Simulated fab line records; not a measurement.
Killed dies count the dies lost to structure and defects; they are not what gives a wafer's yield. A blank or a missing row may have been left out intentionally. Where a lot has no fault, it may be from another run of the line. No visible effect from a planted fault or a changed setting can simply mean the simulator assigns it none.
fab line records | flow sky130
record: lots: 7 wafers: 21 last-day: 50
route steps=708 shown METAL4@600 CAP2M@603
lots untouched by any fault: they come from a run of this same line in which no faults occurred
start-h: hours from the record's opening day to when the first of the lot's shown wafers began | wait-h: hours since the lot's step before | " the same as in the row above | L1.1+2: a row that stands for several wafers | - no value, or no start given | * or withheld: withheld | < > ~ a bound
route shown NAME@n: NAME is a module with steps in the file, n the number in the route of the first one | usual: mean and standard deviation over wafers with no fault | same: alike in all rows | chamber/n: place in a boat | sites: each site's reading | _std_site: the standard deviation of these | _edge_site: outer sites' mean less inner sites' | radius-mm: how far each site lies from the wafer's centre | mask NAME#n: copy n | behind: tool/chamber where the wafer was last shaped | hold: cause of the lot's hold/its duration in hours/its outcome | device: transistor that didn't switch, given as n, p or np | end of line: at the end of the route, the tests of the same wafers | step lacking rows: just its recipe | killed: not the wafer's yield, but the dies lost to structure and defects at the first sort | map: shows each die of a wafer: x if killed, . if not, _ if none is there
set.NAME: the setting the step ran with; set.NAME@STEP: the setting that earlier step ran with | model.NAME: the simulator's own value behind a step, which no gauge read
a table for each step, a row for each wafer; lots at some steps of the route
services: when a tool's chamber went out of use (start-h, in hours from the record's first day, below 0 if earlier), for how many hours, and the reason
== steps ==
step: SKY_METAL4_SPUTTER_02
recipe: material: AlCu target-thk-nm: 735 power-w: 10600 time-s: 39.1 chamber-pressure-pa: 0.4
usual: throttle-valve-pct: 29.8/1.4
columns lot.wafer tool chamber start-h wait-h throttle-valve-pct
L282.2 pvd-sputter-03 - 1014.66 0.0 30.9
L282.4 " - " " 31.3
L282.5 " - " " 27.0
L284.4 pvd-sputter-03 - 1018.28 0.0 27.2
L284.5 " - " " 31.5
L284.6 " - " " 30.9
L285.1 pvd-sputter-02 - 1022.61 0.0 28.7
L285.2 " - " " 29.1
L285.6 " - " " 28.9
L286.2 pvd-sputter-02 - 1038.83 0.0 28.9
L286.4 " - " " 28.6
L286.6 " - " " 29.4
L287.2 pvd-sputter-04 - 1043.71 0.0 30.1
L287.4 " - " " 28.6
L287.5 " - " " 28.4
L292.1 pvd-sputter-02 - 1068.28 0.0 29.3
L292.4 " - " " 28.5
L292.5 " - " " 29.3
L293.1 pvd-sputter-04 - 1071.23 0.0 28.2
L293.4 " - " " 30.5
L293.5 " - " " 30.5
step: SKY_METAL4_SPUTTER_03
recipe: material: Ti target-thk-nm: 5 power-w: 3000 time-s: 3.3 chamber-pressure-pa: 0.4
usual: throttle-valve-pct: 29.8/1.4
columns lot.wafer tool chamber start-h wait-h throttle-valve-pct
L282.2 pvd-sputter-03 - 1014.69 0.0 31.2
L282.4 " - " " 31.7
L282.5 " - " " 27.4
L284.4 pvd-sputter-03 - 1018.31 0.0 27.3
L284.5 " - " " 31.4
L284.6 " - " " 31.2
L285.1 pvd-sputter-02 - 1022.64 0.0 28.6
L285.2 " - " " 29.1
L285.6 " - " " 28.8
L286.2 pvd-sputter-02 - 1038.87 0.0 28.9
L286.4 " - " " 28.5
L286.6 " - " " 29.3
L287.2 pvd-sputter-04 - 1043.75 0.0 30.0
L287.4 " - " " 28.7
L287.5 " - " " 28.7
L292.1 pvd-sputter-02 - 1068.32 0.0 29.4
L292.4 " - " " 28.3
L292.5 " - " " 29.0
L293.1 pvd-sputter-04 - 1071.27 0.0 28.6
L293.4 " - " " 30.4
L293.5 " - " " 30.7
step: SKY_METAL4_SPUTTER_04
recipe: material: TiN target-thk-nm: 70 power-w: 6500 time-s: 58.3 chamber-pressure-pa: 0.4
usual: throttle-valve-pct: 29.8/1.4
columns lot.wafer tool chamber start-h wait-h throttle-valve-pct
L282.2 pvd-sputter-03 - 1014.71 0.0 30.9
L282.4 " - " " 31.4
L282.5 " - " " 27.0
L284.4 pvd-sputter-03 - 1018.35 0.0 27.3
L284.5 " - " " 31.6
L284.6 " - " " 31.2
L285.1 pvd-sputter-02 - 1022.66 0.0 28.8
L285.2 " - " " 29.1
L285.6 " - " " 28.9
L286.2 pvd-sputter-02 - 1038.89 0.0 29.2
L286.4 " - " " 28.4
L286.6 " - " " 29.2
L287.2 pvd-sputter-04 - 1043.77 0.0 30.2
L287.4 " - " " 28.7
L287.5 " - " " 28.6
L292.1 pvd-sputter-02 - 1068.34 0.0 29.1
L292.4 " - " " 28.3
L292.5 " - " " 29.2
L293.1 pvd-sputter-04 - 1071.28 0.0 28.7
L293.4 " - " " 30.4
L293.5 " - " " 30.8
step: SKY_CAP2M_CVD_00
recipe: material: SiO2 target-thk-nm: 15.5 temp-c: 400 time-s: withheld rf-w: 450
usual: heater-power-w: 679/75
columns lot.wafer tool chamber start-h wait-h heater-power-w
L282.2 pecvd-03 0 1014.76 0.0 675
L282.4 " 0 " " 668
L282.5 " 2 " " 678
L284.4 pecvd-02 1 1018.38 0.0 664
L284.5 " 1 " " 630
L284.6 " 0 " " 753
L285.1 pecvd-01 1 1022.71 0.0 735
L285.2 " 2 " " 707
L285.6 " 2 " " 720
L286.2 pecvd-03 0 1038.94 0.0 577
L286.4 " 0 " " 603
L286.6 " 2 " " 641
L287.2 pecvd-03 1 1043.82 0.0 713
L287.4 " 2 " " 583
L287.5 " 0 " " 594
L292.1 pecvd-03 1 1068.38 0.0 714
L292.4 " 0 " " 638
L292.5 " 1 " " 717
L293.1 pecvd-03 2 1071.33 0.0 562
L293.4 " 1 " " 693
L293.5 " 0 " " 611
step: SKY_CAP2M_THK_MEAS_01
recipe: reads: SiO2_of_CAP2M_CVD_00
usual: CAP2M_CVD_00_THK: 15.45/0.25
columns lot.wafer tool chamber start-h wait-h CAP2M_CVD_00_THK[nm]
L282.2 film-metro-03 - 1014.79 - 15.08
L282.4 " - " " 15.25
L282.5 " - " " 15.81
L284.4 film-metro-02 - 1018.43 - 15.25
L284.5 " - " " 15.35
L284.6 " - " " 15.75
L285.1 film-metro-03 - 1022.74 - 15.08
L285.2 " - " " 14.97
L285.6 " - " " 15.14
L286.2 film-metro-02 - 1038.98 - 15.45
L286.4 " - " " 15.34
L286.6 " - " " 15.76
L287.2 film-metro-04 - 1043.85 - 15.37
L287.4 " - " " 15.39
L287.5 " - " " 15.23
L292.1 film-metro-02 - 1068.41 - 15.40
L292.4 " - " " 15.72
L292.5 " - " " 15.68
L293.1 film-metro-02 - 1071.35 - 15.57
L293.4 " - " " 15.78
L293.5 " - " " 15.63
step: SKY_CAP2M_SPUTTER_02
recipe: material: TiN target-thk-nm: 200 temp-c: 300 power-w: 6500 time-s: 166.7 chamber-pressure-pa: 0.4
usual: throttle-valve-pct: 29.8/1.1
columns lot.wafer tool chamber start-h wait-h throttle-valve-pct
L282.2 pvd-sputter-01 - 1014.84 0.0 30.4
L282.4 " - " " 30.0
L282.5 " - " " 30.1
L284.4 pvd-sputter-01 - 1018.46 0.0 30.8
L284.5 " - " " 29.0
L284.6 " - " " 30.0
L285.1 pvd-sputter-01 - 1022.80 0.1 29.2
L285.2 " - " " 29.9
L285.6 " - " " 30.6
L286.2 pvd-sputter-01 - 1039.03 0.0 29.1
L286.4 " - " " 30.8
L286.6 " - " " 31.0
L287.2 pvd-sputter-01 - 1043.90 0.0 30.4
L287.4 " - " " 29.9
L287.5 " - " " 29.1
L292.1 pvd-sputter-01 - 1068.47 0.1 29.2
L292.4 " - " " 30.2
L292.5 " - " " 30.0
L293.1 pvd-sputter-01 - 1071.41 0.1 29.3
L293.4 " - " " 30.1
L293.5 " - " " 30.9
step: SKY_CAP2M_RS_MEAS_03
recipe: thk-meas-gauge: four-point-probe reads: TiN_of_CAP2M_SPUTTER_02
usual: CAP2M_TIN_RS: 6.90/0.082
columns lot.wafer tool chamber start-h wait-h CAP2M_TIN_RS[ohm/sq]
L282.2 film-metro-04 - 1014.97 0.1 7.00
L282.4 " - " " 6.98
L282.5 " - " " 6.98
L284.4 film-metro-03 - 1018.63 0.1 6.96
L284.5 " - " " 6.89
L284.6 " - " " 6.84
L285.1 film-metro-04 - 1022.91 0.1 6.85
L285.2 " - " " 6.80
L285.6 " - " " 6.86
L286.2 film-metro-03 - 1039.16 0.1 6.76
L286.4 " - " " 6.81
L286.6 " - " " 6.83
L287.2 film-metro-03 - 1044.03 0.1 7.01
L287.4 " - " " 7.05
L287.5 " - " " 6.94
L292.1 film-metro-03 - 1068.58 0.1 6.89
L292.4 " - " " 6.90
L292.5 " - " " 6.91
L293.1 film-metro-02 - 1071.52 0.1 6.93
L293.4 " - " " 6.97
L293.5 " - " " 7.04
step: SKY_CAP2M_THK_MEAS_04
recipe: thk-meas-gauge: xrf reads: TiN_of_CAP2M_SPUTTER_02
usual: CAP2M_TIN_THK: 202.7/2.6
columns lot.wafer tool chamber start-h wait-h CAP2M_TIN_THK[nm]
L282.2 film-metro-04 - 1015.08 0.1 198.6
L282.4 " - " " 198.4
L282.5 " - " " 199.6
L284.4 film-metro-03 - 1018.72 0.1 200.9
L284.5 " - " " 203.1
L284.6 " - " " 204.7
L285.1 film-metro-04 - 1023.03 0.1 203.9
L285.2 " - " " 204.9
L285.6 " - " " 203.7
L286.2 film-metro-03 - 1039.27 0.1 206.6
L286.4 " - " " 206.4
L286.6 " - " " 204.3
L287.2 film-metro-03 - 1044.14 0.1 199.4
L287.4 " - " " 198.4
L287.5 " - " " 200.2
L292.1 film-metro-03 - 1068.70 0.1 202.8
L292.4 " - " " 202.8
L292.5 " - " " 201.7
L293.1 film-metro-02 - 1071.64 0.1 202.3
L293.4 " - " " 201.3
L293.5 " - " " 200.5
step: SKY_CAP2M_DEHYDRATE_05
recipe: temp-c: 200 time-s: 60
step: SKY_CAP2M_HMDS_06
recipe: prime-time-s: 60 prime-temp-c: 120
step: SKY_CAP2M_COAT_07
recipe: resist: NOVOLAK spin-rpm: 3000 resist-thk-nm: 1140
step: SKY_CAP2M_SOFTBAKE_08
recipe: temp-c: 90 time-s: 60 resist: NOVOLAK
step: SKY_CAP2M_EXPOSE_09
recipe: mask-id: CAP2M na: 0.6 source-shape: conventional sigma-outer: 0.6 polarization: unpolarized target-cd-nm: 1000 dose-mj: 159
usual: exposure-dose-mJ-cm2: 159.00/0.16 focus-offset-nm: 0.0/0.56 reticle-temp-C: 23.01/0.088
columns lot.wafer tool chamber start-h wait-h mask exposure-dose-mJ-cm2 focus-offset-nm reticle-temp-C
L282.2 iline-stepper-02 0 1026.31 - CAP2M#0 159.04 0.0 23.03
L282.4 " 0 " " CAP2M#0 159.15 0.1 23.12
L282.5 " 0 " " CAP2M#0 158.91 -0.6 23.10
L284.4 iline-stepper-01 - 1029.88 - CAP2M#0 - - -
L284.5 " - " " CAP2M#0 - - -
L284.6 " - " " CAP2M#0 - - -
L285.1 iline-stepper-01 - 1035.04 - CAP2M#0 - - -
L285.2 " - " " CAP2M#0 - - -
L285.6 " - " " CAP2M#0 - - -
L286.2 iline-stepper-01 - 1050.26 - CAP2M#0 - - -
L286.4 " - " " CAP2M#0 - - -
L286.6 " - " " CAP2M#0 - - -
L287.2 iline-stepper-01 0 1054.74 - CAP2M#0 158.78 0.1 22.99
L287.4 " 0 " " CAP2M#0 159.02 -0.9 23.07
L287.5 " 0 " " CAP2M#0 158.94 -0.1 23.06
L292.1 iline-stepper-01 0 1079.76 - CAP2M#0 158.99 0.2 22.96
L292.4 " 0 " " CAP2M#0 158.68 0.5 22.95
L292.5 " 0 " " CAP2M#0 158.99 0.0 23.12
L293.1 iline-stepper-02 0 1082.61 - CAP2M#0 158.93 0.3 22.94
L293.4 " 0 " " CAP2M#0 158.98 0.2 22.93
L293.5 " 0 " " CAP2M#0 158.69 0.6 23.14
step: SKY_CAP2M_PEB_10
recipe: temp-c: withheld time-s: * resist: NOVOLAK
== services ==
columns tool chamber start-h hours kind
iline-stepper-02 - 993.46 0.8 repair
pvd-sputter-04 - 1000.32 8.0 repair
iline-stepper-01 0 1002.80 - calibration
pecvd-02 2 1013.08 5.5 scheduled-down
pecvd-02 1 1020.02 2.4 repair
pecvd-01 0 1021.92 9.0 repair
pecvd-02 1 1022.41 - clean
pecvd-02 1 1022.41 - consumable-replace:showerhead
pecvd-02 1 1022.41 29.0 scheduled-down
pecvd-02 1 1022.41 29.0 vent-cycle
pecvd-03 2 1025.86 2.1 scheduled-down
pecvd-01 1 1027.18 2.1 scheduled-down
pecvd-03 1 1037.67 5.5 scheduled-down
pecvd-01 2 1041.89 10.6 repair
pvd-sputter-01 - 1046.73 9.5 repair
iline-stepper-02 - 1062.25 3.3 repair
pecvd-01 0 1064.40 2.1 scheduled-down
pecvd-03 - 1065.61 0.6 repair
pecvd-02 2 1069.56 2.1 scheduled-down
pecvd-03 0 1076.62 7.2 repair
pecvd-03 1 1077.68 6.0 repair
== key ==
first-sign: step: SKY_CAP2M_EXPOSE_09 reading: tool-record direction: missing
effect none on later readings
met-at SKY_CAP2M_EXPOSE_09
struck-wafers L284.4,L284.5,L284.6,L285.1,L285.2,L285.6,L286.2,L286.4,L286.6
later-rows-left-out L284.4,L284.5,L284.6,L285.1,L285.2,L285.6,L286.2,L286.4,L286.6
sort-left-out L284.4,L284.5,L284.6,L285.1,L285.2,L285.6,L286.2,L286.4,L286.6
fault: kind: skipped-step-whole tool: iline-stepper-01 chamber: - onset-h: 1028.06 steps: SKY_CAP2M_EXPOSE_09 scope: struck-lots-only
sort-left-out: the simulated sort isn't trusted on such a fault, so these wafers' sort isn't shown, and their yield isn't known
later-rows-left-out: the simulator's readings of these wafers behind a module that went badly wrong aren't trusted and aren't shown, but for the sort
